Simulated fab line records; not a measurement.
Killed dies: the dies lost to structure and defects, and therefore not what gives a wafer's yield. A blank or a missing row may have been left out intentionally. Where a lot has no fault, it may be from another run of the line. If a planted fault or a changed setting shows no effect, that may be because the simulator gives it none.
What tool caused it? + flow gf180mcu + Sampling: 24 lots, 72 wafers, 6 of 602 route steps

## WHAT EACH GAUGE READ, for each wafer
GF_M2_THK_MEAS_06: measures by xrf. Usual: M2_ALCU_THK gives 453 nm (standard deviation 7.2).
| lot  | measured     | on            | M2_ALCU_THK (nm) | flag |
|------|--------------|---------------|------------------|------|
| L074 | day 18 07:46 | film_metro-01 | 461 461 448      |      |
| L075 | day 18 12:25 | film_metro-02 | 463 442 460      |      |
| L076 | day 18 17:36 | film_metro-04 | 440 439 443      |      |
| L077 | day 19 03:33 | film_metro-04 | 455 454 452      |      |
| L078 | day 19 06:25 | film_metro-04 | 441 443 444      |      |
| L079 | day 19 23:26 | film_metro-04 | 445 445 445      |      |
| L080 | day 20 11:28 | film_metro-02 | 453 459 455      |      |
| L081 | day 21 02:11 | film_metro-02 | 435 437 448      |      |
| L082 | day 21 14:37 | film_metro-01 | 453 455 453      |      |
| L083 | day 21 19:29 | film_metro-04 | 464 455 455      |      |
| L084 | day 22 05:46 | film_metro-04 | 448 461 452      |      |
| L085 | day 22 18:52 | film_metro-02 | 451 440 450      |      |
| L086 | day 23 03:28 | film_metro-04 | 451 453 452      |      |
| L088 | day 23 22:48 | film_metro-01 | 458 454 454      |      |
| L087 | day 23 17:05 | film_metro-02 | 457 454 454      |      |
| L090 | day 24 03:25 | film_metro-02 | 465 465 458      |      |
| L089 | day 24 14:37 | film_metro-02 | 457 457 459      |      |
| L091 | day 24 12:25 | film_metro-02 | 459 456 462      |      |
| L092 | day 24 21:18 | film_metro-01 | 451 461 457      |      |
| L093 | day 25 05:18 | film_metro-02 | 456 452 451      |      |
| L094 | day 25 11:10 | film_metro-04 | 445 446 448      |      |
| L095 | day 25 11:46 | film_metro-01 | 451 459 463      |      |
| L096 | day 25 23:10 | film_metro-04 | 463 454 460      |      |
| L097 | day 26 11:22 | film_metro-01 | 455 450 458      |      |

GF_V2_BOW_MEAS_05. Usual: V2_BOW gives 100 um (standard deviation 7.4).
| lot  | measured     | on            | V2_BOW (um) | flag |
|------|--------------|---------------|-------------|------|
| L074 | day 19 08:34 | film_metro-01 | 100 96 97   |      |
| L075 | day 19 14:00 | film_metro-03 | 116 96 108  |      |
| L076 | day 19 19:00 | film_metro-03 | 92 98 91    |      |
| L077 | day 20 04:41 | film_metro-02 | 102 109 97  |      |
| L078 | day 20 08:04 | film_metro-03 | 98 91 83    |      |
| L079 | day 21 00:50 | film_metro-03 | 92 96 96    |      |
| L080 | day 21 12:53 | film_metro-03 | 107 108 98  |      |
| L081 | day 22 02:53 | film_metro-01 | 108 103 101 |      |
| L082 | day 22 15:13 | film_metro-02 | 101 102 109 |      |
| L083 | day 22 20:56 | film_metro-03 | 99 97 98    |      |
| L084 | day 23 06:25 | film_metro-02 | 107 94 101  |      |
| L085 | day 23 18:46 | film_metro-02 | 109 100 106 |      |
| L086 | day 24 02:43 | film_metro-02 | 93 93 105   |      |
| L088 | day 24 21:52 | film_metro-03 | 96 97 104   |      |
| L087 | day 24 16:06 | film_metro-03 | 95 90 101   |      |
| L090 | day 25 02:28 | film_metro-01 | 99 88 92    |      |
| L089 | day 25 13:13 | film_metro-02 | 97 96 107   |      |
| L091 | day 25 11:43 | film_metro-02 | 101 98 102  |      |
| L092 | day 25 19:22 | film_metro-03 | 104 100 99  |      |
| L093 | day 26 03:37 | film_metro-03 | 99 96 94    |      |
| L094 | day 26 08:25 | film_metro-02 | 110 97 106  |      |
| L095 | day 26 09:40 | film_metro-03 | 100 107 104 |      |
| L096 | day 26 20:30 | film_metro-01 | 104 82 95   |      |
| L097 | day 27 09:21 | film_metro-01 | 111 118 115 |      |

GF_M3_CD_MEAS_14: the cd target is 280 nm. Usual: 279.4 nm for cd_nm, sd 1.1.
| lot  | measured     | on        | cd_nm (nm)        | flag |
|------|--------------|-----------|-------------------|------|
| L074 | day 21 11:01 | cd_sem-01 | 278.6 279.9 278.9 |      |
| L075 | day 21 15:49 | cd_sem-01 | 278.2 277.5 277.2 |      |
| L076 | day 21 21:03 | cd_sem-01 | 282.7 280.3 280.4 |      |
| L077 | day 22 06:13 | cd_sem-02 | 280.7 281.0 280.7 |      |
| L078 | day 22 09:18 | cd_sem-02 | 278.9 279.3 279.1 |      |
| L079 | day 23 01:12 | cd_sem-02 | 280.1 280.7 280.5 |      |
| L080 | day 23 13:02 | cd_sem-02 | 279.5 277.6 279.5 |      |
| L081 | day 24 02:14 | cd_sem-02 | 279.5 279.8 280.0 |      |
| L082 | day 24 13:13 | cd_sem-01 | 280.8 280.5 279.6 |      |
| L083 | day 24 18:40 | cd_sem-01 | 280.6 279.0 279.8 |      |
| L084 | day 25 03:30 | cd_sem-01 | 279.2 278.8 279.8 |      |
| L085 | day 25 15:51 | cd_sem-02 | 280.3 279.8 277.8 |      |
| L086 | day 25 22:18 | cd_sem-02 | 280.4 279.7 278.1 |      |
| L088 | day 26 17:05 | cd_sem-02 | 278.7 278.9 279.4 |      |
| L087 | day 26 12:15 | cd_sem-01 | 278.3 279.1 279.5 |      |
| L090 | day 26 21:42 | cd_sem-02 | 280.0 279.5 279.8 |      |
| L089 | day 27 08:00 | cd_sem-01 | 281.9 281.5 280.8 |      |
| L091 | day 27 06:28 | cd_sem-01 | 278.5 279.8 279.4 |      |
| L092 | day 27 13:43 | cd_sem-01 | 278.4 277.8 278.3 |      |
| L093 | day 27 22:06 | cd_sem-01 | 278.0 277.8 276.8 |      |
| L094 | day 28 02:21 | cd_sem-02 | 279.3 280.5 280.0 |      |
| L095 | day 28 03:51 | cd_sem-02 | 279.4 278.1 278.5 |      |
| L096 | day 28 13:56 | cd_sem-02 | 279.4 279.2 279.0 |      |
| L097 | day 29 01:51 | cd_sem-02 | 280.4 281.0 279.7 |      |

## EACH LOT AND THE TOOL THAT RAN IT (in order: tool; ch and the chambers of the sampled wafers; start)
| lot  | GF_MVPSD_STRIP_10                    | GF_DUAL_GATE_STRIP_13                | GF_V2_CVD_02                    |
|------|--------------------------------------|--------------------------------------|---------------------------------|
| L074 | plasma_asher-01 ch 0,1, day 5 01:29  | plasma_asher-03 ch 0,1, day 8 07:36  | pecvd-04 ch 1,2, day 19 08:05   |
| L075 | plasma_asher-01 ch 0,1, day 5 03:32  | plasma_asher-01 ch 0,1, day 8 08:49  | pecvd-03 ch 0,1,2, day 19 13:35 |
| L076 | plasma_asher-01 ch 0,1, day 5 11:53  | plasma_asher-04 ch 0,1, day 8 17:56  | pecvd-02 ch 0,1,2, day 19 18:34 |
| L077 | plasma_asher-02 ch 0,1, day 5 16:02  | plasma_asher-03 ch 0,1, day 8 23:26  | pecvd-03 ch 1,2, day 20 04:14   |
| L078 | plasma_asher-02 ch 0,1, day 5 19:14  | plasma_asher-01 ch 0,1, day 9 04:14  | pecvd-04 ch 0,1,2, day 20 07:38 |
| L079 | plasma_asher-02 ch 0,1, day 6 04:41  | plasma_asher-03 ch 0,1, day 9 15:47  | pecvd-03 ch 1,2, day 21 00:13   |
| L080 | plasma_asher-02 ch 0,1, day 6 12:46  | plasma_asher-03 ch 0,1, day 10 01:28 | pecvd-04 ch 0,2, day 21 12:25   |
| L081 | plasma_asher-02 ch 0,1, day 6 23:35  | plasma_asher-04 ch 0,1, day 10 13:35 | pecvd-03 ch 0,2, day 22 02:27   |
| L082 | plasma_asher-04 ch 0,1, day 7 07:32  | plasma_asher-04 ch 0,1, day 10 23:14 | pecvd-03 ch 1,2, day 22 14:46   |
| L083 | plasma_asher-02 ch 0,1, day 7 07:53  | plasma_asher-03 ch 0,1, day 11 00:13 | pecvd-03 ch 1,2, day 22 20:30   |
| L084 | plasma_asher-04 ch 0,1, day 7 19:17  | plasma_asher-03 ch 0,1, day 11 12:25 | pecvd-03 ch 0,1, day 23 05:59   |
| L085 | plasma_asher-01 ch 0,1, day 8 01:56  | plasma_asher-04 ch 0,1, day 11 20:16 | pecvd-03 ch 1,2, day 23 18:20   |
| L086 | plasma_asher-02 ch 0,1, day 8 07:13  | plasma_asher-01 ch 0,1, day 12 05:45 | pecvd-04 ch 0,1,2, day 24 02:15 |
| L088 | plasma_asher-02 ch 0,1, day 8 17:23  | plasma_asher-01 ch 0,1, day 12 15:32 | pecvd-03 ch 0,1,2, day 24 21:26 |
| L087 | plasma_asher-01 ch 0, day 8 17:44    | plasma_asher-04 ch 0,1, day 12 15:14 | pecvd-04 ch 0,1,2, day 24 15:40 |
| L090 | plasma_asher-02 ch 0,1, day 9 03:26  | plasma_asher-01 ch 0,1, day 13 01:32 | pecvd-04 ch 0,1, day 25 02:02   |
| L089 | plasma_asher-01 ch 0,1, day 9 04:53  | plasma_asher-04 ch 0,1, day 13 04:37 | pecvd-04 ch 0,1, day 25 12:35   |
| L091 | plasma_asher-04 ch 0,1, day 9 09:41  | plasma_asher-03 ch 0,1, day 13 09:11 | pecvd-02 ch 0,1, day 25 10:55   |
| L092 | plasma_asher-01 ch 0,1, day 9 14:38  | plasma_asher-01 ch 0,1, day 13 15:35 | pecvd-04 ch 0,1,2, day 25 18:55 |
| L093 | plasma_asher-02 ch 0, day 9 22:17    | plasma_asher-03 ch 0,1, day 13 23:47 | pecvd-04 ch 0,1,2, day 26 03:11 |
| L094 | plasma_asher-02 ch 1, day 10 04:29   | plasma_asher-04 ch 0,1, day 14 06:05 | pecvd-03 ch 0,1,2, day 26 07:59 |
| L095 | plasma_asher-02 ch 0,1, day 10 06:17 | plasma_asher-04 ch 0,1, day 14 09:46 | pecvd-03 ch 0,2, day 26 09:14   |
| L096 | plasma_asher-02 ch 0,1, day 10 13:14 | plasma_asher-01 ch 0,1, day 14 17:59 | pecvd-04 ch 0,2, day 26 20:03   |
| L097 | plasma_asher-01 ch 0,1, day 10 19:41 | plasma_asher-04 ch 0,1, day 15 00:46 | pecvd-03 ch 1,2, day 27 08:55   |
- GF_MVPSD_STRIP_10: strips in O2/N2.
- GF_DUAL_GATE_STRIP_13: strips in O2/N2.
- GF_V2_CVD_02: deposits SiO2 from TEOS, target thk 850 nm, time 94.851 s.

## WHAT THE TOOLS THEMSELVES READ (means of the sampled wafers that have a number; where no wafer has one, the mark that the record gives instead)
GF_MVPSD_STRIP_10. Usual: drypump_motor_current_A 5.7 A, standard deviation 0.36; heater_power_w 339 W, standard deviation 23; oes_product_au 0.723 a.u., standard deviation 0.0042; strip_time_to_endpoint_s 36.91 s, standard deviation 0.1.
| lot  | tool            | drypump_motor_current_A (A) | heater_power_w (W) | oes_product_au (a.u.) | strip_time_to_endpoint_s (s) | flag |
|------|-----------------|-----------------------------|--------------------|-----------------------|------------------------------|------|
| L074 | plasma_asher-01 | 5.8                         | 350                | 0.725                 | 36.90                        |      |
| L075 | plasma_asher-01 | 5.9                         | 347                | 0.721                 | 36.98                        |      |
| L076 | plasma_asher-01 | 5.8                         | 346                | 0.721                 | 36.95                        |      |
| L077 | plasma_asher-02 | 5.5                         | 347                | 0.724                 | 37.00                        |      |
| L078 | plasma_asher-02 | 5.7                         | 334                | 0.722                 | 36.82                        |      |
| L079 | plasma_asher-02 | 5.5                         | 353                | 0.723                 | 37.04                        |      |
| L080 | plasma_asher-02 | 5.7                         | 333                | 0.726                 | 36.88                        |      |
| L081 | plasma_asher-02 | 5.8                         | 330                | 0.724                 | 36.86                        |      |
| L082 | plasma_asher-04 | 5.3                         | 327                | 0.722                 | 36.85                        |      |
| L083 | plasma_asher-02 | 5.7                         | 332                | 0.727                 | 36.96                        |      |
| L084 | plasma_asher-04 | 5.7                         | 311                | 0.726                 | 36.87                        |      |
| L085 | plasma_asher-01 | 5.9                         | 347                | 0.721                 | 36.92                        |      |
| L086 | plasma_asher-02 | 5.5                         | 348                | 0.721                 | 36.84                        |      |
| L088 | plasma_asher-02 | 5.7                         | 329                | 0.725                 | 37.20                        |      |
| L087 | plasma_asher-01 | 5.6                         | 342                | 0.725                 | 36.86                        |      |
| L090 | plasma_asher-02 | 5.5                         | 344                | 0.718                 | 37.06                        |      |
| L089 | plasma_asher-01 | 5.8                         | 352                | 0.727                 | 36.95                        |      |
| L091 | plasma_asher-04 | 5.3                         | 321                | 0.725                 | 36.89                        |      |
| L092 | plasma_asher-01 | 5.8                         | 343                | 0.720                 | 36.83                        |      |
| L093 | plasma_asher-02 | 5.3                         | 368                | 0.722                 | 36.86                        |      |
| L094 | plasma_asher-02 | 6.0                         | 315                | 0.728                 | 36.90                        |      |
| L095 | plasma_asher-02 | 5.5                         | 346                | 0.723                 | 36.79                        |      |
| L096 | plasma_asher-02 | 5.7                         | 332                | 0.724                 | 36.97                        |      |
| L097 | plasma_asher-01 | 5.9                         | 348                | 0.725                 | 36.95                        |      |

GF_DUAL_GATE_STRIP_13. Usual: drypump_motor_current_A 5.4 A, standard deviation 0.52; heater_power_w 324 W, standard deviation 19; oes_product_au 0.715 a.u., standard deviation 0.0044; strip_time_to_endpoint_s 12.62 s, standard deviation 0.044.
| lot  | tool            | drypump_motor_current_A (A) | heater_power_w (W) | oes_product_au (a.u.) | strip_time_to_endpoint_s (s) | flag |
|------|-----------------|-----------------------------|--------------------|-----------------------|------------------------------|------|
| L074 | plasma_asher-03 | 4.8                         | 312                | 0.715                 | 12.70                        |      |
| L075 | plasma_asher-01 | 5.9                         | 346                | 0.717                 | 12.58                        |      |
| L076 | plasma_asher-04 | 5.7                         | 309                | 0.716                 | 12.60                        |      |
| L077 | plasma_asher-03 | 4.9                         | 314                | 0.715                 | 12.61                        |      |
| L078 | plasma_asher-01 | 5.8                         | 347                | 0.714                 | 12.71                        |      |
| L079 | plasma_asher-03 | 5.0                         | 315                | 0.715                 | 12.57                        |      |
| L080 | plasma_asher-03 | 4.8                         | 310                | 0.715                 | 12.63                        |      |
| L081 | plasma_asher-04 | 5.3                         | 322                | 0.716                 | 12.64                        |      |
| L082 | plasma_asher-04 | 5.7                         | 311                | 0.717                 | 12.59                        |      |
| L083 | plasma_asher-03 | 5.0                         | 313                | 0.716                 | 12.62                        |      |
| L084 | plasma_asher-03 | 4.8                         | 316                | 0.718                 | 12.65                        |      |
| L085 | plasma_asher-04 | 5.7                         | 310                | 0.716                 | 12.63                        |      |
| L086 | plasma_asher-01 | 5.9                         | 341                | 0.715                 | 12.68                        |      |
| L088 | plasma_asher-01 | 5.9                         | 351                | 0.712                 | 12.62                        |      |
| L087 | plasma_asher-04 | 5.7                         | 308                | 0.715                 | 12.68                        |      |
| L090 | plasma_asher-01 | 5.8                         | 347                | 0.711                 | 12.58                        |      |
| L089 | plasma_asher-04 | 5.7                         | 313                | 0.716                 | 12.65                        |      |
| L091 | plasma_asher-03 | 4.8                         | 316                | 0.716                 | 12.59                        |      |
| L092 | plasma_asher-01 | 5.8                         | 352                | 0.713                 | 12.63                        |      |
| L093 | plasma_asher-03 | 5.0                         | 313                | 0.717                 | 12.69                        |      |
| L094 | plasma_asher-04 | 5.7                         | 309                | 0.710                 | 12.61                        |      |
| L095 | plasma_asher-04 | 5.7                         | 305                | 0.717                 | 12.64                        |      |
| L096 | plasma_asher-01 | 5.8                         | 343                | 0.711                 | 12.61                        |      |
| L097 | plasma_asher-04 | 5.4                         | 322                | 0.718                 | 12.55                        |      |

GF_V2_CVD_02. Usual: heater_power_outer_w 363 W, standard deviation 67; heater_power_w 635 W, standard deviation 75.
| lot  | tool     | heater_power_outer_w (W) | heater_power_w (W) | flag |
|------|----------|--------------------------|--------------------|------|
| L074 | pecvd-04 | 342                      | 608                |      |
| L075 | pecvd-03 | 405                      | 688                |      |
| L076 | pecvd-02 | 377                      | 653                |      |
| L077 | pecvd-03 | 390                      | 672                |      |
| L078 | pecvd-04 | 348                      | 637                |      |
| L079 | pecvd-03 | 397                      | 654                |      |
| L080 | pecvd-04 | 269                      | 529                |      |
| L081 | pecvd-03 | 358                      | 636                |      |
| L082 | pecvd-03 | 408                      | 671                |      |
| L083 | pecvd-03 | 375                      | 633                |      |
| L084 | pecvd-03 | 345                      | 604                |      |
| L085 | pecvd-03 | 442                      | 731                |      |
| L086 | pecvd-04 | 359                      | 643                |      |
| L088 | pecvd-03 | 421                      | 716                |      |
| L087 | pecvd-04 | 329                      | 597                |      |
| L090 | pecvd-04 | 342                      | 604                |      |
| L089 | pecvd-04 | 388                      | 659                |      |
| L091 | pecvd-02 | 348                      | 634                |      |
| L092 | pecvd-04 | 326                      | 581                |      |
| L093 | pecvd-04 | 363                      | 634                |      |
| L094 | pecvd-03 | 352                      | 618                |      |
| L095 | pecvd-03 | 345                      | 621                |      |
| L096 | pecvd-04 | 319                      | 607                |      |
| L097 | pecvd-03 | 431                      | 693                |      |

## THE ANSWER, worked out from the rows above alone
Rule: lot off if the mean of its wafers having a number is beyond 3 standard deviations from the usual mean. Also off: a lot with no number at a reading for which 4 or more lots have one. Any other lot the step has rows for is counted as sound. After the gauges, taken in route order, come the tools' own readings; for these a lot's mean is taken, as printed above. The first step at which some lot is off is used, and at that step the reading that is off furthest; a lot without a number counts as furthest.
None of the lots is off at any reading shown; this tells nothing.

## WHAT THE SIMULATOR HAD PUT IN
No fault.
